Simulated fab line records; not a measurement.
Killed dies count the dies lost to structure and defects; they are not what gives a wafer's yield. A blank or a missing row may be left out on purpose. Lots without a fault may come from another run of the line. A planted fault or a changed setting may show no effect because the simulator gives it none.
A lot that was struck, set against a sound lot || flow sky130 || 32 steps out of a route of 708
Sound: these wafers, L148.3, L148.4, L148.5. Struck: wafer L160.4 (left out: L160.1, L160.3 of the same lot, which were not struck); the cause appears at the end.
Each step with rows lists, per side, the tool, then ch with its chambers, then its first start. Under that, the readings that differ: sound wafers || struck wafers || difference of the means || sigmas: that difference in standard deviations of wafers without a fault.
alike: same words and numbers on both sides, and readings whose means sit less than 2 such deviations apart. not compared: any withheld reading, any reading some wafer has no value for, any bound like >300 that may hide the same value, and any number with overlapping values for which the record gives no deviation.
The two part at a step that has a row with sigmas, a row that says differs or no value, or rows on one side only. Non-overlapping numbers with no deviation appear without sigmas and do not part them. A reading missing from all wafers of one side parts the sides only when that side holds two or more wafers.

SKY_VIA1_ETCH_15: etches SiO2 in C4F8/O2/Ar, stops on TiN, target depth 351 nm, time 54 s.
  sound on rie_diel-04 ch 0,3, day 36 02:22; struck on rie_diel-04 ch 1, day 39 19:10
  alike: oes_product_au
  not compared: rf_hours_counter_h
then, 6 steps without rows for these wafers: SKY_VIA1_STRIP_16 (strips in O2/N2); SKY_VIA1_STRIP_17 (strips in post etch residue remover, time 1200 s); SKY_VIA1_CLEAN_18 (cleans in IPA, time 180 s); SKY_VIA1_CLEAN_19 (cleans in O3/DIW); SKY_VIA1_SPUTTER_20 (material TiN, target thk 20 nm, time 80 s); SKY_VIA1_CVD_21 (deposits W, target thk 270 nm, time 80.902 s).
SKY_VIA1_RS_MEAS_22: a four-point-probe measurement.
  struck on film_metro-01, day 39 19:57; sound on film_metro-01, day 36 03:13
  alike: VIA1_W_RS
SKY_VIA1_THK_MEAS_23: measures by xrf.
  struck on film_metro-01, day 39 20:04; sound on film_metro-01, day 36 03:19
  alike: VIA1_W_THK
then, 1 step without rows for these wafers: SKY_VIA1_CMP_24 (polishes, stops on SiO2, t overpolish 15 s, target thk 0 nm).
SKY_METAL2_SPUTTER_00: material Ti, target thk 15 nm, time 10 s.
  struck on pvd_sputter-03, day 39 20:26; sound on pvd_sputter-01, day 36 03:40
  alike: throttle_valve_pct
then, 1 step without rows for these wafers: SKY_METAL2_SPUTTER_01 (material TiN, target thk 20 nm, time 16.7 s).
SKY_METAL2_SPUTTER_02: material AlCu, target thk 250 nm, time 13.3 s.
  struck on pvd_sputter-03, day 39 20:29; sound on pvd_sputter-01, day 36 03:43
{"reading": "model.AlCu_of_METAL2_SPUTTER_02.thk_nm (nm)", "sound": "246.2 247 247.2", "struck": 379.5, "difference": "+132.7", "sigmas": ""}
  alike: throttle_valve_pct
SKY_METAL2_SPUTTER_03: material Ti, target thk 5 nm, time 3.3 s.
  struck on pvd_sputter-03, day 39 20:31; sound on pvd_sputter-01, day 36 03:44
  alike: throttle_valve_pct
SKY_METAL2_SPUTTER_04: material TiN, target thk 70 nm, time 55.52 s.
  struck on pvd_sputter-03, day 39 20:31; sound on pvd_sputter-01, day 36 03:45
  alike: throttle_valve_pct
SKY_METAL2_RS_MEAS_05: a four-point-probe measurement.
  struck on film_metro-04, day 39 20:34; sound on film_metro-03, day 36 03:50
{"reading": "METAL2_ALCU_RS (ohm/sq)", "sound": "0.1288 0.1282 0.1282", "struck": 0.0828, "difference": -0.0456, "sigmas": -38}
SKY_METAL2_THK_MEAS_06: measures by xrf.
  struck on film_metro-04, day 39 20:41; sound on film_metro-03, day 36 03:56
{"reading": "METAL2_ALCU_THK (nm)", "sound": "248.5 249.6 251.6", "struck": 385.6, "difference": "+135.7", "sigmas": "+50"}
then, 8 steps without rows for these wafers: SKY_METAL2_DEHYDRATE_07 (time 60 s); SKY_METAL2_HMDS_08 (prime time 60 s); SKY_METAL2_COAT_09 (resist thk 60 nm); SKY_METAL2_COAT_10 (resist thk 450 nm); SKY_METAL2_SOFTBAKE_11 (time 90 s); SKY_METAL2_EXPOSE_12 (exposes mask MM2, target cd 140 nm); SKY_METAL2_PEB_13; SKY_METAL2_DEVELOP_14 (develop time 60 s).
SKY_METAL2_CD_MEAS_15: the cd target is 140 nm.
  struck on cd_sem-01, day 40 19:47; sound on cd_sem-01, day 37 06:43
  alike: cd_nm
SKY_METAL2_OVL_MEAS_16:
  struck on overlay-01, day 40 19:54; sound on overlay-02, day 37 06:49
  alike: METAL2_OVL
SKY_METAL2_DESCUM_17: chemistry O2, time 8 s.
  sound on rie_metal-03 ch 0,1, day 37 06:51; struck on rie_metal-03 ch 1, day 40 19:56
  alike: drypump_motor_current_A, oes_product_au
  not compared: rf_hours_counter_h
then, 1 step without rows for these wafers: SKY_METAL2_ETCH_18 (etches BARC in N2/H2, stops on SiO2, time 45.9 s, target depth 60 nm).
SKY_METAL2_METAL_ETCH_19: etches the open film in Cl2/BCl3, stops on SiO2, target depth 360 nm, time 78 s.
  sound on rie_metal-03 ch 0,1, day 37 06:58; struck on rie_metal-03 ch 1, day 40 20:02
{"reading": "oes_product_au (a.u.)", "sound": "0.842 0.852 0.846", "struck": 0.979, "difference": "+0.132", "sigmas": "+22"}
{"reading": "throttle_valve_pct (%)", "sound": "22.277 22.277 22.274", "struck": 22.255, "difference": -0.021, "sigmas": -2}
  alike: drypump_motor_current_A
  not compared: rf_hours_counter_h
then, 1 step without rows for these wafers: SKY_METAL2_STRIP_20 (strips in O2/N2).
-- the record jumps here: 9 days lie between the struck wafers' starts before and after (it left off in module METAL2 and takes up again in module PAD_OPEN, whose first step shown is number 708 of the route) --
SKY_PAD_OPEN_PROBE_99:
  struck on prober-02, day 50 03:01; sound on prober-01, day 47 09:02
{"reading": "defect_limited_yield (%)", "sound": "84.1 81.9 82.1", "struck": 0, "difference": -83, "sigmas": -44}
{"reading": "killed_at_M0_to_M3", "sound": "32 39 40", "struck": 452, "difference": "+415", "sigmas": "+63"}
{"reading": "killed_dies", "sound": "78 89 88", "struck": 492, "difference": "+407", "sigmas": "+44"}
{"reading": "killed_on_rim", "sound": "16 18 20", "struck": 96, "difference": "+78", "sigmas": "+21"}
{"reading": "sort_bin_5_function (%)", "sound": "9.6 10.8 8.3", "struck": 92.3, "difference": "+82.7", "sigmas": "+59"}
{"reading": "sort_n_pass", "sound": "414 403 404", "struck": 0, "difference": -407, "sigmas": -44}
{"reading": "sort_yield_pct (%)", "sound": "84.1 81.9 82.1", "struck": 0, "difference": -83, "sigmas": -44}
  alike: killed_at_M4_up, killed_at_contacts, killed_at_front_end, killed_at_other, killed_open, killed_short, sort_bin_3_pad_short, sort_bin_6_memory

## WHERE THEY PART
First at SKY_METAL2_RS_MEAS_05; last, within this record, at SKY_PAD_OPEN_PROBE_99.

WHY: the cause the simulator had injected
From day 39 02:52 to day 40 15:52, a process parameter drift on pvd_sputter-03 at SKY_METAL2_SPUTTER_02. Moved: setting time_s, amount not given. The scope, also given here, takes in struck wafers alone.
